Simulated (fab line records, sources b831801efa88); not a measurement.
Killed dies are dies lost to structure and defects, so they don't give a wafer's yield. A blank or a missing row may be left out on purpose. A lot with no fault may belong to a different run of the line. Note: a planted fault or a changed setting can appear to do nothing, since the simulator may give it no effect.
Chamber matching -- flow gf180mcu -- rie-diel-02 running GF_V3_ETCH_16: 4 sister chambers
The step etches BARC in N2/H2. 18 wafers are shown with their chamber, then 9 later ones without.

## WAFERS PAIRED WITH THEIR CHAMBERS
wafer,chamber,drypump-motor-current-A (A),rf-fwd-power-W (W),oes-product-au (a.u.)
L074.1,3,5.87,494.8,0.857
L074.4,2,5.78,490.8,0.855
L074.5,1,6.39,495.4,0.857
L075.3,1,6.35,493.1,0.856
L075.5,1,6.38,493.2,0.858
L075.6,2,5.78,494.1,0.844
L077.1,2,5.77,493.8,0.851
L077.2,1,6.33,493.7,0.851
L077.4,0,6.23,495.8,0.851
L079.1,1,6.37,492.2,0.854
L079.2,0,6.22,494.0,0.855
L079.4,2,5.77,492.0,0.854
L082.1,1,6.34,494.9,0.857
L082.4,0,6.29,492.3,0.859
L082.5,3,5.88,499.2,0.853
L086.4,2,5.76,494.1,0.857
L086.5,0,6.27,492.9,0.852
L086.6,1,6.36,494.6,0.860

SIGNATURES (means of the wafers above)
reading,chamber 0,chamber 1,chamber 2,chamber 3,scatter within a chamber
drypump-motor-current-A,6.2525,6.3600,5.7720,5.8750,0.0214
rf-fwd-power-W,493.750,493.871,492.960,497.000,1.55
oes-product-au,0.85425,0.85614,0.85220,0.85500,0.00378
Rule: for each reading, subtract the chamber's mean from the wafer's reading, divide by that reading's scatter and square the result; add these up over the readings and take the root, which gives the wafer's distance from the chamber. The wafer belongs to the nearest chamber; if the next one is less than 2 further off, it can't be placed. The scatter: the root of (the sum of the squares of (reading less its chamber's mean) over the shown wafers, divided by (wafers less chambers)).

## WAFERS WITHOUT THEIR CHAMBER
wafer,drypump-motor-current-A (A),rf-fwd-power-W (W),oes-product-au (a.u.)
L090.2,6.34,493.7,0.850
L090.4,5.87,497.2,0.851
L090.5,6.33,490.7,0.870
L094.1,6.36,493.1,0.855
L094.4,5.77,493.2,0.857
L094.5,5.88,495.9,0.860
L095.1,6.35,496.1,0.847
L095.3,5.78,493.3,0.851
L095.6,6.34,494.9,0.855

## EACH ONE'S CHAMBER
wafer,from the rows above,in truth
L090.2,1,1
L090.4,3,3
L090.5,can't be placed: 1 or 0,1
L094.1,1,1
L094.4,2,2
L094.5,3,3
L095.1,1,1
L095.3,2,2
L095.6,1,1
Placed correctly: 8 of 9. Cannot be placed on the basis of these rows: 1; the candidates contain the true chamber in 1. Number placed wrongly: 0.
